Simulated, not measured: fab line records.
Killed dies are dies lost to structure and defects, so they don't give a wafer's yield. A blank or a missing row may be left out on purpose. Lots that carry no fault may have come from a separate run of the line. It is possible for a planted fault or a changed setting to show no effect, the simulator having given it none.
A lot that was struck, set against a sound lot	flow sky130	14 steps out of a route of 708
Sound: wafers L637.1, L637.2, L637.5. Struck: wafers L645.1, L645.2, L645.5. Last of all comes the cause.
At each step with rows: each side's tool, then ch and its chambers, then its first start. Under that, the readings that differ: sound wafers	struck wafers	difference of the means	sigmas: that difference in standard deviations of wafers without a fault.
alike: readings whose means differ by less than 2 such deviations, and words and numbers that are the same on both sides. not compared: withheld readings, readings that some wafer has no value for, bounds like >300 that may hide the same value, and numbers for which the record gives no deviation and whose values overlap.
The two part at a step that has a row with sigmas, a row that says differs or no value, or rows on one side only. Numbers that don't overlap but have no deviation are shown without sigmas and don't part them. A reading missing from all wafers of one side parts the sides only when that side holds two or more wafers.

first, 2 steps without rows for these wafers: SKY_VT_ADJUST_LVTN_PEB_05; SKY_VT_ADJUST_LVTN_DEVELOP_06 (develop time 60 s).
SKY_VT_ADJUST_LVTN_OVL_MEAS_07:
  sound on overlay-01 at day 9 12:51; struck on overlay-01 at day 11 17:11
  alike: VT_ADJUST_LVTN_OVL
following that, these wafers have no rows for 1 step: SKY_VT_ADJUST_LVTN_IMPLANT_08.
SKY_VT_ADJUST_LVTN_STRIP_09: strips in O2/N2.
  sound on plasmaAsher-03 ch 0,1, day 9 13:02; struck on plasmaAsher-04 ch 0,1, day 11 17:22
  alike: drypumpMotorCurrentA, oesProductAu, stripTimeToEndpointS
  not compared: rfHoursCounterH
SKY_VT_ADJUST_LVTN_TW_MEAS_10:
  sound on filmMetro-01 at day 9 13:08; struck on filmMetro-04 at day 11 17:28
  alike: VT_ADJUST_LVTN_TW
then, 6 steps without rows for these wafers: SKY_VT_ADJUST_LVTN_DEHYDRATE_11 (time 60 s); SKY_VT_ADJUST_LVTN_HMDS_12 (prime time 60 s); SKY_VT_ADJUST_LVTN_COAT_13 (resist thk 1140 nm); SKY_VT_ADJUST_LVTN_SOFTBAKE_14 (time 60 s); SKY_VT_ADJUST_LVTN_EXPOSE_15 (exposes mask HVN STD DERIVED, target cd 600 nm); SKY_VT_ADJUST_LVTN_PEB_16.
SKY_VT_ADJUST_LVTN_DEVELOP_17: develop time 60 s.
  struck on lithoTrack-02, day 12 17:39; sound on lithoTrack-04 ch 0, day 10 10:23
  no value came back on the struck wafers for chillPlateTempC (C), developTimeS (s); on the sound wafers chillPlateTempC (C) reads 22.95 22.92 22.93
SKY_VT_ADJUST_LVTN_OVL_MEAS_18:
  sound on overlay-02 at day 10 10:32; struck on overlay-02 at day 12 17:48
reading	sound	struck	difference	sigmas
VT_ADJUST_LVTN_01_OVL (nm)	0.2 2.2 0.6	- - -	no value on the struck wafers	

WHERE THEY PART
First at SKY_VT_ADJUST_LVTN_DEVELOP_17; last, within this record, at SKY_VT_ADJUST_LVTN_OVL_MEAS_18.

WHY: whatever the simulator had introduced
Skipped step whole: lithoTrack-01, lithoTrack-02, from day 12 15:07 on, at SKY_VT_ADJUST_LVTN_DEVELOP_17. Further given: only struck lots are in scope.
